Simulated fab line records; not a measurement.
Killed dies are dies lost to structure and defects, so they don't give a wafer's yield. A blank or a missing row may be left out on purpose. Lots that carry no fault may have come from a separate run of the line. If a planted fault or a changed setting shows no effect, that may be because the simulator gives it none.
fab line records | flow sky130 | part 2 of 2: steps 21 to 31 of 31
[record] lots = 5 wafers = 15 last_day = 48
route steps=708 shown VT_ADJUST_HVTR@140 VT_ADJUST_PCH@143 SONOS_TUNNEL@154 SONOS_ONO@168
lots that met no fault: taken from a fault-free run of the same line
start_h: hours from the record's first day to the start of the lot's first wafer shown | wait_h: hours since the lot's step before | " repeats the value in the row above | L1.1+2: a row that stands for several wafers | - no value, or no start given | * or withheld: withheld | < > ~ a bound
route shown NAME@n: names a module that has steps shown in the file, with the first one's number in the route | usual: mean and standard deviation over wafers with no fault | same: alike in all rows | chamber/n: place in a boat | sites: readings site by site | _std_site: standard deviation across them | _edge_site: outer sites' mean less inner sites' | radius_mm: how far each site lies from the wafer's centre | mask NAME#n: copy n | behind: the most recent tool/chamber to have shaped the wafer | hold: why the lot went on hold/how many hours it stayed there/how the hold came to an end | device: the transistor (n, p or np) that didn't switch | end of line: tests of these same wafers at the route's end | step lacking rows: just its recipe | killed: dies that structure and defects cost at the first sort, which is not the same as the wafer's yield | map: a wafer's dies, x killed, . not, _ none there
set.NAME: the setting the step ran with; set.NAME@STEP: the setting that earlier step ran with | model.NAME: the simulator's own value behind a step, which no gauge read
lots at selected steps of the route; one table per step, one row per wafer
services: from which hour (start_h, from the record's first day; less than 0 if before it) a tool's chamber was out of use, for how many hours, and why
[[steps]]
[step SKY_SONOS_TUNNEL_DEVELOP_06]
[recipe] resist = NOVOLAK developer = TMAH develop_time_s = 60 dev_temp_c = 23
[usual] exhaust_pa = 45.0/0.92 resist_line_temp_C = 22.99/0.11
// columns lot.wafer tool chamber start_h wait_h exhaust_pa resist_line_temp_C
L074.1 litho_track-04 0 247.30 0.1 44.5 22.95
L074.2 " 0 " " 46.9 22.86
L074.6 " 0 " " 46.6 23.06
L081.1 litho_track-03 0 319.71 0.1 46.4 23.01
L081.3 " 0 " " 45.9 23.07
L081.6 " 0 " " 45.5 23.07
L080.2 litho_track-04 0 320.23 0.1 46.8 23.24
L080.3 " 0 " " 46.1 22.99
L080.5 " 0 " " 46.0 23.17
L082.3 litho_track-04 0 324.85 0.1 43.7 23.05
L082.4 " 0 " " 43.7 23.02
L082.6 " 0 " " 42.7 23.17
L083.1 litho_track-03 0 332.21 0.1 45.1 22.93
L083.3 " 0 " " 44.5 22.83
L083.5 " 0 " " 44.8 22.85
[step SKY_SONOS_TUNNEL_CD_MEAS_07]
[recipe] target_cd_nm = 410
[usual] cd_nm = 409.5/2.6
// columns lot.wafer tool chamber start_h wait_h cd_nm
L074.1 cd_sem-02 - 247.45 0.1 404.5
L074.2 " - " " 405.9
L074.6 " - " " 404.5
L081.1 cd_sem-01 - 319.86 0.1 411.1
L081.3 " - " " 410.0
L081.6 " - " " 411.4
L080.2 cd_sem-02 - 320.37 0.1 407.9
L080.3 " - " " 407.4
L080.5 " - " " 407.2
L082.3 cd_sem-01 - 324.99 0.1 409.1
L082.4 " - " " 408.3
L082.6 " - " " 410.1
L083.1 cd_sem-02 - 332.36 0.1 407.9
L083.3 " - " " 408.5
L083.5 " - " " 407.8
[step SKY_SONOS_TUNNEL_OVL_MEAS_08]
[usual] SONOS_TUNNEL_OVL = -0.5/1.3
// columns lot.wafer tool chamber start_h wait_h SONOS_TUNNEL_OVL[nm]
L074.1 overlay-01 - 247.57 0.1 0.0
L074.2 " - " " -0.5
L074.6 " - " " -3.0
L081.1 overlay-01 - 319.98 0.1 -1.7
L081.3 " - " " -0.9
L081.6 " - " " -0.1
L080.2 overlay-01 - 320.48 0.1 -0.9
L080.3 " - " " -2.0
L080.5 " - " " -1.1
L082.3 overlay-02 - 325.09 0.1 -1.3
L082.4 " - " " -1.0
L082.6 " - " " -0.9
L083.1 overlay-01 - 332.48 0.1 -3.1
L083.3 " - " " -3.5
L083.5 " - " " -3.1
[step SKY_SONOS_TUNNEL_IMPLANT_09]
[recipe] species = B energy_kev = 20 dose_cm2 = 1e+12 tilt_deg = withheld
[usual] beam_energy_keV = 20.001/0.0057
// columns lot.wafer tool chamber start_h wait_h beam_energy_keV
L074.1 implanter-03 0 247.61 0.0 19.999
L074.2 " 0 " " 20.002
L074.6 " 0 " " 20.001
L081.1 implanter-01 0 320.02 0.0 19.995
L081.3 " 0 " " 19.991
L081.6 " 0 " " 19.992
L080.2 implanter-02 0 320.53 0.0 19.999
L080.3 " 0 " " 20.001
L080.5 " 0 " " 19.990
L082.3 implanter-03 0 325.16 0.1 20.000
L082.4 " 0 " " 19.995
L082.6 " 0 " " 20.005
L083.1 implanter-02 0 332.52 0.0 20.000
L083.3 " 0 " " 19.994
L083.5 " 0 " " 20.009
[step SKY_SONOS_TUNNEL_WET_ETCH_10]
[recipe] chemistry = dHF target_depth_nm = 14 target = SiO2 dilution = 100:1 temp_c = 25 time_s = 280
[usual] bath_heat_duty_pct = 6.4/0.99
// columns lot.wafer tool chamber start_h wait_h bath_heat_duty_pct
L074.1 wet_bench-03 3 247.76 0.1 6.9
L074.2 " 3 " " 6.4
L074.6 " 3 " " 5.7
L081.1 wet_bench-03 3 320.17 0.1 7.2
L081.3 " 3 " " 6.2
L081.6 " 3 " " 6.8
L080.2 wet_bench-01 0 320.66 0.1 4.9
L080.3 " 0 " " 5.6
L080.5 " 0 " " 5.5
L082.3 wet_bench-03 1 325.26 0.1 7.5
L082.4 " 1 " " 6.4
L082.6 " 1 " " 7.6
L083.1 wet_bench-01 0 332.67 0.1 7.0
L083.3 " 0 " " 5.9
L083.5 " 0 " " 6.0
[step SKY_SONOS_TUNNEL_STRIP_11]
[recipe] chemistry = SPM time_s = 600 temp_c = 130
[usual] bath_heat_duty_pct = 14.2/1.8
// columns lot.wafer tool chamber start_h wait_h bath_heat_duty_pct
L074.1 wet_bench-04 3 247.85 0.0 12.7
L074.2 " 3 " " 13.5
L074.6 " 3 " " 12.4
L081.1 wet_bench-01 3 320.25 0.0 13.5
L081.3 " 3 " " 12.7
L081.6 " 3 " " 13.0
L080.2 wet_bench-03 1 320.75 0.0 18.4
L080.3 " 1 " " 17.2
L080.5 " 1 " " 17.6
L082.3 wet_bench-01 1 325.35 0.0 13.3
L082.4 " 1 " " 13.4
L082.6 " 1 " " 13.9
L083.1 wet_bench-04 1 332.75 0.0 13.0
L083.3 " 1 " " 12.8
L083.5 " 1 " " 11.0
[step SKY_SONOS_TUNNEL_TW_MEAS_12]
[usual] SONOS_TUNNEL_TW = 197.0/1.4
// columns lot.wafer tool chamber start_h wait_h SONOS_TUNNEL_TW
L074.1 film_metro-03 - 248.02 0.0 196.1
L074.2 " - " " 196.4
L074.6 " - " " 196.6
L081.1 film_metro-03 - 320.44 0.0 196.4
L081.3 " - " " 195.2
L081.6 " - " " 196.5
L080.2 film_metro-04 - 320.94 0.0 199.8
L080.3 " - " " 199.1
L080.5 " - " " 199.2
L082.3 film_metro-03 - 325.54 0.0 196.4
L082.4 " - " " 196.7
L082.6 " - " " 196.7
L083.1 film_metro-03 - 332.93 0.0 196.3
L083.3 " - " " 196.5
L083.5 " - " " 197.1
[step SKY_SONOS_TUNNEL_CLEAN_13]
[recipe] chemistry = dHF time_s = 20 dilution = 100:1 dry = ipa_marangoni
// columns lot.wafer tool chamber start_h wait_h
L074.1+2+6 wet_bench-01 3 248.08 0.1
L081.1+3+6 wet_bench-03 3 320.50 0.1
L080.2+3+5 wet_bench-04 1 320.99 0.0
L082.3+4+6 wet_bench-04 3 325.58 0.0
L083.1+3+5 wet_bench-03 0 332.99 0.1
[step SKY_SONOS_ONO_OXIDATION_00]
[recipe] temp_c = 800 ambient = O2 idle_temp_c = 700 ramp_up_c_per_min = 10 ramp_down_c_per_min = 3 stabilise_s = 600 purge_s = 300 target_thk_a = 26 ox_time_s = 1249
[usual] spike_tc_bottom_C = 818.3/2.3
// columns lot.wafer tool chamber start_h wait_h spike_tc_bottom_C
L074.1 furnace-02 0 248.45 0.4 815.7
L074.2 " 0 " " 816.0
L074.6 " 0 " " 815.1
L080.2 furnace-01 0 321.29 0.3 818.3
L080.3 " 0 " " 820.3
L080.5 " 0 " " 819.1
L081.1 furnace-01 0 321.29 0.8 819.5
L081.3 " 0 " " 818.1
L081.6 " 0 " " 818.6
L082.3 furnace-01 0 325.59 0.0 820.3
L082.4 " 0 " " 818.8
L082.6 " 0 " " 820.6
L083.1 furnace-01 0 334.75 1.8 819.2
L083.3 " 0 " " 818.9
L083.5 " 0 " " 820.8
[step SKY_SONOS_ONO_THK_MEAS_01]
[recipe] reads = SiO2_of_SONOS_ONO_OXIDATION_00
[usual] SONOS_ONO_OXIDATION_THK = 2.62/0.049
// columns lot.wafer tool chamber start_h wait_h SONOS_ONO_OXIDATION_THK[nm]
L074.1 film_metro-03 - 249.80 0.0 2.60
L074.2 " - " " 2.56
L074.6 " - " " 2.60
L081.1 film_metro-03 - 322.63 0.0 2.62
L081.3 " - " " 2.64
L081.6 " - " " 2.59
L080.2 film_metro-02 - 322.64 0.0 2.61
L080.3 " - " " 2.63
L080.5 " - " " 2.60
L082.3 film_metro-02 - 326.96 0.0 2.63
L082.4 " - " " 2.67
L082.6 " - " " 2.64
L083.1 film_metro-04 - 336.10 0.0 2.61
L083.3 " - " " 2.57
L083.5 " - " " 2.58
[step SKY_SONOS_ONO_CVD_02]
[recipe] material = Si3N4 precursor = DCS/NH3 target_thk_nm = 10.5 temp_c = 770 time_s = 180 pressure_mtorr = 250
[usual] spike_tc_bottom_C = 787.9/1.5
// columns lot.wafer tool chamber start_h wait_h spike_tc_bottom_C
L074.1 lpcvd-02 1 249.86 0.1 790.6
L074.2 " 1 " " 787.9
L074.6 " 1 " " 789.2
L080.2 lpcvd-02 0 326.22 3.6 784.8
L080.3 " 0 " " 786.1
L080.5 " 0 " " 787.4
L081.1 lpcvd-02 0 326.22 3.6 786.2
L081.3 " 0 " " 786.9
L081.6 " 0 " " 785.5
L082.3 lpcvd-02 0 334.32 7.4 786.0
L082.4 " 0 " " 786.1
L082.6 " 0 " " 788.2
L083.1 lpcvd-02 1 340.62 4.5 788.5
L083.3 " 1 " " 789.1
L083.5 " 1 " " 789.2
[[services]]
// columns tool chamber start_h hours kind
furnace-02 - 187.39 3.8 pm
furnace-01 - 196.82 5.0 pm
implanter-01 - 202.66 0.8 repair
wet_bench-03 - 207.40 5.1 repair
implanter-02 - 208.53 16.3 pm
furnace-02 - 217.72 1.1 pm
furnace-02 - 224.05 4.3 pm
wet_bench-04 - 224.49 1.2 repair
iline_stepper-01 - 224.76 8.4 repair
implanter-02 - 224.85 3.9 pm
implanter-02 - 227.80 3.0 repair
implanter-04 - 232.99 2.6 repair
iline_stepper-02 - 233.12 4.4 pm
furnace-01 - 233.23 3.1 pm
implanter-01 - 235.98 2.3 repair
implanter-02 - 241.02 2.2 repair
iline_stepper-01 - 243.16 5.4 repair
plasma_asher-03 - 246.08 2.8 pm
iline_stepper-02 - 248.55 1.7 pm
implanter-01 - 255.56 5.1 pm
plasma_asher-04 - 267.08 4.3 pm
iline_stepper-01 - 283.60 2.3 repair
implanter-01 - 284.74 1.8 repair
implanter-01 - 338.54 2.7 repair
